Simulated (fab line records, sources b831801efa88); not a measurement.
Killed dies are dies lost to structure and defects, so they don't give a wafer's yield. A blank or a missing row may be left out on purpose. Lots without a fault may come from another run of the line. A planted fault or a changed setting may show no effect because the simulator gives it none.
fab line records | flow gf180mcu
record lots=6 wafers=18 last_day=34
route steps=602 shown V1@361 M2@362
lots that met no fault: from a run of the same line without faults
start_h: hours from the record's first day to the start of the lot's first wafer shown | wait_h: hours since the lot's step before | " the same as in the row above | L1.1+2: a row that stands for several wafers | - no value, or no start given | * or withheld: withheld | < > ~ a bound
route shown NAME@n: a module of which the file shows steps, and the number in the route of the first | usual: mean/standard deviation of fault-free wafers | same: alike in all rows | chamber/n: place in a boat | sites: the reading at each site | _std_site: their standard deviation | _edge_site: outer sites' mean less inner sites' | radius_mm: how far each site lies from the wafer's centre | mask NAME#n: copy n | behind: the tool/chamber that last shaped the wafer | hold: why the lot was held/for how many hours/how that ended | device: the transistor (n, p or np) that didn't switch | end of line: the same wafers' tests at the end of the route | a step without rows: its recipe alone | killed: dies lost to structure and defects at the first sort, not the wafer's yield | map: a wafer's dies, x killed, . not, _ none there
set.NAME: the setting as run; set.NAME@STEP: as run at that earlier step | model.NAME: the simulator's own value behind a step, which no gauge read
lots at some steps of the route; a table a step, a row a wafer
services: from which hour (start_h, from the record's first day; less than 0 if before it) a tool's chamber was out of use, for how many hours, and why
## steps
# step GF_V1_CMP_26
# recipe stop_on=SiO2 down_force_psi=3.5 platen_rpm=60 t_overpolish_s=15 target_thk_nm=0 pad_velocity_m_s=0.94248
# usual motor_current_A=11.0/1 overpolish_run_s=15.000/0.0095 time_to_endpoint_s=85.3/2.9
# columns lot.wafer tool chamber start_h wait_h motor_current_A overpolish_run_s time_to_endpoint_s
L301.2 cmp-02 0 410.70 0.1 9.8 15.010 81.9
L301.1 " 1 " " 12.3 15.002 77.5
L301.3 " 2 " " 12.6 14.995 82.2
L304.3 cmp-01 0 444.41 0.1 11.4 14.998 86.6
L304.1 " 1 " " 10.5 14.995 83.7
L304.6 " 2 " " 13.0 15.013 86.6
L313.2 cmp-02 1 522.80 0.1 11.6 14.998 88.1
L313.4 " 2 " " 12.1 15.009 87.2
L313.6 " 1 " " 11.9 15.010 84.0
L314.2 cmp-01 2 532.19 0.1 12.5 14.998 84.0
L314.1 " 3 " " 10.0 14.988 83.5
L314.5 " 1 " " 9.6 14.995 85.7
L322.1 cmp-02 1 592.53 0.1 12.4 15.006 86.9
L322.3 " 2 " " 12.2 14.991 87.2
L322.5 " 0 " " 9.7 15.006 93.5
L323.2 cmp-01 3 599.17 0.2 9.9 14.994 86.8
L323.3 " 0 " " 10.8 14.996 88.0
L323.1 " 2 " " 12.7 14.996 89.1
# step GF_M2_SPUTTER_00
# recipe material=Ti target_thk_nm=37.5 arriving_ion_energy_ev=80 substrate_temp_c=200 chamber_pressure_pa=2 power_w=4000 time_s=150
# usual chamber_pressure_pa=2.000/0.0038 throttle_valve_pct=29.9/0.96
# same time_s=150
# columns lot.wafer tool chamber start_h wait_h chamber_pressure_pa throttle_valve_pct
L301.1 pvd_sputter-01 - 410.95 0.1 1.999 31.2
L301.2 " - " " 1.997 29.6
L301.3 " - " " 2.003 28.3
L304.1 pvd_sputter-04 - 444.61 0.1 1.999 30.5
L304.3 " - " " 2.000 30.0
L304.6 " - " " 1.994 29.4
L313.2 pvd_sputter-04 - 523.07 0.2 1.998 30.6
L313.4 " - " " 1.997 29.3
L313.6 " - " " 2.003 30.5
L314.1 pvd_sputter-01 - 532.39 0.1 1.996 28.6
L314.2 " - " " 2.002 31.1
L314.5 " - " " 2.002 28.7
L322.1 pvd_sputter-01 - 592.78 0.2 1.999 30.9
L322.3 " - " " 2.003 28.7
L322.5 " - " " 2.009 29.4
L323.1 pvd_sputter-01 - 599.47 0.1 2.001 29.3
L323.2 " - " " 2.004 31.0
L323.3 " - " " 2.003 28.4
# step GF_M2_SPUTTER_01
# recipe material=TiN target_thk_nm=30 power_w=6500 time_s=25 chamber_pressure_pa=0.4
# usual chamber_pressure_pa=0.3999/0.00083 throttle_valve_pct=29.9/0.97
# same time_s=25
# columns lot.wafer tool chamber start_h wait_h chamber_pressure_pa throttle_valve_pct
L301.1 pvd_sputter-01 - 411.05 0.1 0.4005 30.9
L301.2 " - " " 0.4008 29.4
L301.3 " - " " 0.3998 28.5
L304.1 pvd_sputter-04 - 444.71 0.1 0.3996 30.5
L304.3 " - " " 0.4001 30.0
L304.6 " - " " 0.4009 29.4
L313.2 pvd_sputter-04 - 523.17 0.1 0.4000 30.1
L313.4 " - " " 0.4020 29.4
L313.6 " - " " 0.3994 30.4
L314.1 pvd_sputter-01 - 532.49 0.1 0.3990 29.0
L314.2 " - " " 0.4004 31.1
L314.5 " - " " 0.3994 28.6
L322.1 pvd_sputter-01 - 592.88 0.1 0.4006 31.0
L322.3 " - " " 0.4001 28.8
L322.5 " - " " 0.3996 29.3
L323.1 pvd_sputter-01 - 599.57 0.1 0.3999 29.2
L323.2 " - " " 0.3994 31.1
L323.3 " - " " 0.3980 28.4
# step GF_M2_SPUTTER_02
# recipe material=AlCu target_thk_nm=450 power_w=10600 time_s=23.9 chamber_pressure_pa=0.4
# usual chamber_pressure_pa=0.3999/0.00085 throttle_valve_pct=29.9/0.96
# same time_s=23.9
# columns lot.wafer tool chamber start_h wait_h chamber_pressure_pa throttle_valve_pct
L301.1 pvd_sputter-01 - 411.08 0.0 0.3995 30.9
L301.2 " - " " 0.3998 29.4
L301.3 " - " " 0.3984 28.7
L304.1 pvd_sputter-04 - 444.75 0.0 0.4009 30.6
L304.3 " - " " 0.3984 30.0
L304.6 " - " " 0.3983 29.3
L313.2 pvd_sputter-04 - 523.20 0.0 0.4004 30.6
L313.4 " - " " 0.3981 29.5
L313.6 " - " " 0.3995 30.5
L314.1 pvd_sputter-01 - 532.52 0.0 0.4011 28.6
L314.2 " - " " 0.3993 31.2
L314.5 " - " " 0.4007 28.7
L322.1 pvd_sputter-01 - 592.91 0.0 0.4008 31.2
L322.3 " - " " 0.4008 28.7
L322.5 " - " " 0.3990 29.4
L323.1 pvd_sputter-01 - 599.60 0.0 0.4003 29.6
L323.2 " - " " 0.3990 31.1
L323.3 " - " " 0.3984 28.5
# step GF_M2_SPUTTER_03
# recipe material=Ti target_thk_nm=10 substrate_temp_c=300 chamber_pressure_pa=0.3 power_w=3000 time_s=6.7
# step GF_M2_SPUTTER_04
# recipe material=TiN target_thk_nm=50 power_w=6500 time_s=41.7 chamber_pressure_pa=0.4
# usual chamber_pressure_pa=0.3999/0.00084 throttle_valve_pct=29.9/0.96
# same time_s=41.7
# columns lot.wafer tool chamber start_h wait_h chamber_pressure_pa throttle_valve_pct
L301.1 pvd_sputter-01 - 411.13 0.0 0.3998 31.3
L301.2 " - " " 0.3990 29.4
L301.3 " - " " 0.3995 28.6
L304.1 pvd_sputter-04 - 444.80 0.0 0.4022 30.5
L304.3 " - " " 0.4018 29.9
L304.6 " - " " 0.4001 29.4
L313.2 pvd_sputter-04 - 523.25 0.0 0.4016 30.2
L313.4 " - " " 0.4001 29.4
L313.6 " - " " 0.4011 30.7
L314.1 pvd_sputter-01 - 532.57 0.0 0.4012 28.6
L314.2 " - " " 0.4010 31.1
L314.5 " - " " 0.4004 28.5
L322.1 pvd_sputter-01 - 592.96 0.0 0.3993 31.2
L322.3 " - " " 0.4008 28.6
L322.5 " - " " 0.4003 29.5
L323.1 pvd_sputter-01 - 599.66 0.0 0.3993 29.5
L323.2 " - " " 0.4003 31.1
L323.3 " - " " 0.3986 28.6
# step GF_M2_RS_MEAS_05
# recipe thk_meas_gauge=four-point-probe reads=TiN_of_M2_SPUTTER_04+Ti_of_M2_SPUTTER_03+AlCu_of_M2_SPUTTER_02+TiN_of_M2_SPUTTER_01+Ti_of_M2_SPUTTER_00
# usual M2_ALCU_RS=0.0697/0.00056
# columns lot.wafer tool chamber start_h wait_h M2_ALCU_RS[ohm/sq]
L301.1 film_metro-03 - 411.17 0.0 0.0706
L301.2 " - " " 0.0694
L301.3 " - " " 0.0694
L304.1 film_metro-01 - 444.84 0.0 0.0700
L304.3 " - " " 0.0702
L304.6 " - " " 0.0702
L313.2 film_metro-01 - 523.31 0.0 0.0704
L313.4 " - " " 0.0693
L313.6 " - " " 0.0700
L314.1 film_metro-04 - 532.61 0.0 0.0695
L314.2 " - " " 0.0696
L314.5 " - " " 0.0694
L322.1 film_metro-01 - 593.00 0.0 0.0700
L322.3 " - " " 0.0705
L322.5 " - " " 0.0700
L323.1 film_metro-04 - 599.70 0.0 0.0689
L323.2 " - " " 0.0686
L323.3 " - " " 0.0693
# step GF_M2_THK_MEAS_06
# recipe thk_meas_gauge=xrf reads=AlCu_of_M2_SPUTTER_02
# usual M2_ALCU_THK=457/4.9
# columns lot.wafer tool chamber start_h wait_h M2_ALCU_THK[nm]
L301.1 film_metro-03 - 411.29 0.1 448
L301.2 " - " " 454
L301.3 " - " " 454
L304.1 film_metro-01 - 444.96 0.1 450
L304.3 " - " " 449
L304.6 " - " " 447
L313.2 film_metro-01 - 523.42 0.1 449
L313.4 " - " " 458
L313.6 " - " " 454
L314.1 film_metro-04 - 532.73 0.1 460
L314.2 " - " " 459
L314.5 " - " " 464
L322.1 film_metro-01 - 593.12 0.1 453
L322.3 " - " " 449
L322.5 " - " " 452
L323.1 film_metro-04 - 599.82 0.1 463
L323.2 " - " " 465
L323.3 " - " " 462
# step GF_M2_DEHYDRATE_07
# recipe temp_c=200 time_s=60
# step GF_M2_HMDS_08
# recipe prime_time_s=60 prime_temp_c=120
# step GF_M2_COAT_09
# recipe resist=KrF spin_rpm=withheld resist_thk_nm=1000
# step GF_M2_SOFTBAKE_10
# recipe temp_c=130 time_s=60 resist=KrF
# step GF_M2_EXPOSE_11
# recipe mask_id=Metal2 target_cd_nm=280 na=0.68 source_shape=conventional sigma_outer=0.6 dose_mj=28
# usual exposure_dose_mJ_cm2=28.00/0.032 focus_offset_nm=-0.1/0.51 na=0.68/0
# columns lot.wafer tool chamber start_h wait_h mask exposure_dose_mJ_cm2 focus_offset_nm na
L301.1 krf_scanner-02 0 423.33 - Metal2#0 27.97 -0.5 0.68
L301.2 " 0 " " Metal2#0 28.04 -0.5 0.68
L301.3 " 0 " " Metal2#0 27.99 0.4 0.68
L304.1 krf_scanner-02 0 456.96 - Metal2#0 27.98 0.1 0.68
L304.3 " 0 " " Metal2#0 27.94 -0.2 0.68
L304.6 " 0 " " Metal2#0 27.93 -0.1 0.68
L313.2 krf_scanner-02 - 534.47 - Metal2#0 - - -
L313.4 " - " " Metal2#0 - - -
L313.6 " - " " Metal2#0 - - -
L314.1 krf_scanner-02 - 544.20 - Metal2#0 - - -
L314.2 " - " " Metal2#0 - - -
L314.5 " - " " Metal2#0 - - -
L322.1 krf_scanner-01 0 603.64 - Metal2#0 28.05 0.6 0.68
L322.3 " 0 " " Metal2#0 27.99 -0.1 0.68
L322.5 " 0 " " Metal2#0 27.99 -0.5 0.68
L323.1 krf_scanner-02 0 610.28 - Metal2#0 28.03 0.4 0.68
L323.2 " 0 " " Metal2#0 27.97 -0.1 0.68
L323.3 " 0 " " Metal2#0 27.98 0.2 0.68
# step GF_M2_PEB_12
# recipe peb_temp_c=135 peb_time_s=90 resist=KrF
## services
# columns tool chamber start_h hours kind
krf_scanner-02 - 392.16 4.6 repair
cmp-01 - 404.00 4.0 pm
pvd_sputter-04 - 412.64 0.9 repair
cmp-01 - 415.86 1.8 repair
pvd_sputter-04 - 433.38 6.4 repair
pvd_sputter-04 - 435.83 1.0 repair
krf_scanner-01 - 447.72 1.0 repair
krf_scanner-02 - 448.83 1.0 pm
cmp-02 - 449.62 4.7 pm
krf_scanner-02 - 450.12 0.8 pm
cmp-01 - 454.29 7.1 pm
krf_scanner-02 - 473.74 0.6 repair
krf_scanner-02 - 492.59 3.6 pm
krf_scanner-02 - 535.37 1.3 pm
krf_scanner-02 - 543.02 0.3 repair
pvd_sputter-04 - 546.42 4.4 repair
krf_scanner-02 - 551.76 13.5 repair
cmp-02 - 557.37 0.5 repair
krf_scanner-02 - 559.69 0.6 repair
pvd_sputter-04 - 567.73 5.6 repair
cmp-02 - 572.13 4.0 pm
cmp-02 - 576.13 14.3 pm
cmp-02 - 593.28 1.7 repair
cmp-02 - 597.85 2.4 repair
## key
first_sign step=GF_M2_EXPOSE_11 reading=tool_record direction=missing
effect none on later readings
met_at GF_M2_EXPOSE_11
struck_wafers L313.2,L313.4,L313.6,L314.1,L314.2,L314.5
later_rows_left_out L313.2,L313.4,L313.6,L314.1,L314.2,L314.5
sort_left_out L313.2,L313.4,L313.6,L314.1,L314.2,L314.5
onset_between 456.96 534.47
fault kind=skipped_step_whole tool=krf_scanner-02 chamber=- onset_h=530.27 steps=GF_M2_EXPOSE_11 scope=struck_lots_only
# sort_left_out: the simulated sort isn't trusted on such a fault, so these wafers' sort isn't shown, and their yield isn't known
# later_rows_left_out: the simulator's readings of these wafers behind a module that went badly wrong aren't trusted and aren't shown, but for the sort
